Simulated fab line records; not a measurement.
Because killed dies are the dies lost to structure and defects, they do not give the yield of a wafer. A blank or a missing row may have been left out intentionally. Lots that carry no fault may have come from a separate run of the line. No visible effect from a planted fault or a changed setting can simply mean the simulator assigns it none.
A struck lot beside a sound one | flow sfq-line | 13 out of 325 route steps
Sound: the wafers L113.2, L113.3, L113.5. Struck: wafers L117.5, L117.6. (L117.2 of the same lot was not struck and is left out.) The cause comes at the end.
Per side, at each step with rows, come the tool, then ch with its chambers, and then its first start. Under that, the readings that differ: sound wafers | struck wafers | difference of the means | sigmas: that difference in standard deviations of wafers without a fault.
alike: readings with means less than 2 such deviations apart, plus words and numbers identical on both sides. not compared: withheld readings, readings lacking a value on some wafer, bounds such as >300 that could conceal the same value, and numbers that have no deviation in the record and whose values overlap.
Wherever a step has rows on one side only, a row that says differs or no value, or a row with sigmas, the two part there. When numbers do not overlap yet have no deviation, they are printed without sigmas and do not part them. A reading missing from all wafers of one side parts the sides only when that side holds two or more wafers.

first, 2 steps without rows for these wafers: SFQ_TRILAYER_C5_STRIP_SOLV_CLEAN_156 (cleans in NMP, time 600 s); SFQ_TRILAYER_M6_DEP_PRE_CLEAN_158 (time 22.5 s).
SFQ_TRILAYER_M6_DEP_SPUTTER_157: material Nb, target thk 200 nm, time 133.3 s.
  sound: pvd-sputter-06 at day 70 08:31; struck: pvd-sputter-05 at day 71 04:30
  alike: throttle-valve-pct
SFQ_M6_RS_MEAS_938: measurement is done with a four-point probe.
  sound: film-metro-02 at day 70 08:37; struck: film-metro-02 at day 71 04:37
  alike: M6_NB_RS
then, 6 steps without rows for these wafers: SFQ_TRILAYER_M6_LITHO_COAT_164 (resist thk 62 nm); SFQ_TRILAYER_M6_LITHO_COAT_159 (resist thk 600 nm); SFQ_TRILAYER_M6_LITHO_SOFTBAKE_163; SFQ_TRILAYER_M6_LITHO_EXPOSE_160 (exposes mask M6, target cd 500 nm); SFQ_TRILAYER_M6_LITHO_PEB_162 (peb time 60 s); SFQ_TRILAYER_M6_LITHO_DEVELOP_161 (time 60 s).
-- the record jumps here: 4 days lie between the struck wafers' starts before and after --
SFQ_M6_OVL_MEAS_940:
  sound: overlay-01 at day 74 09:29; struck: overlay-02 at day 75 03:29
  alike: M6_OVL
SFQ_TRILAYER_M6_BARC_OPEN_METAL_ETCH_206: etches BARC in O2, target depth 125 nm, time 41.7 s.
  sound on rie-metal-03 ch 0, day 74 09:32; struck on rie-metal-03 ch 0,1, day 75 03:31
  reading               | sound             | struck      | difference | sigmas
  oes-product-au (a.u.) | 0.686 0.694 0.690 | 0.699 0.713 | +0.016     | +4
  run-length-s (s)      | 70.28 70.44 70.45 | 68.93 69.32 | -1.27      | -4
  alike: drypump-motor-current-A, he-backside-leak-sccm
  not compared: rf-hours-counter-h
SFQ_TRILAYER_M6_ETCH_METAL_ETCH_162: etches Nb in Cl2/Ar, stops on SiO2, target depth 240 nm, time 120 s.
  sound on rie-metal-03 ch 0, day 74 09:40; struck on rie-metal-03 ch 0,1, day 75 03:34
  alike: drypump-motor-current-A, he-backside-leak-sccm, oes-product-au, run-length-s
  not compared: rf-hours-counter-h

== WHERE THEY PART ==
Only at SFQ_TRILAYER_M6_BARC_OPEN_METAL_ETCH_206, within this record. Later steps at which nothing parts them and some readings are alike: SFQ_TRILAYER_M6_ETCH_METAL_ETCH_162.

WHY: what had been put in by the simulator
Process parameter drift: rie-metal-03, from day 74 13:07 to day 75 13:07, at SFQ_TRILAYER_M6_BARC_OPEN_METAL_ETCH_206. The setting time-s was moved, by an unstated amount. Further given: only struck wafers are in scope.
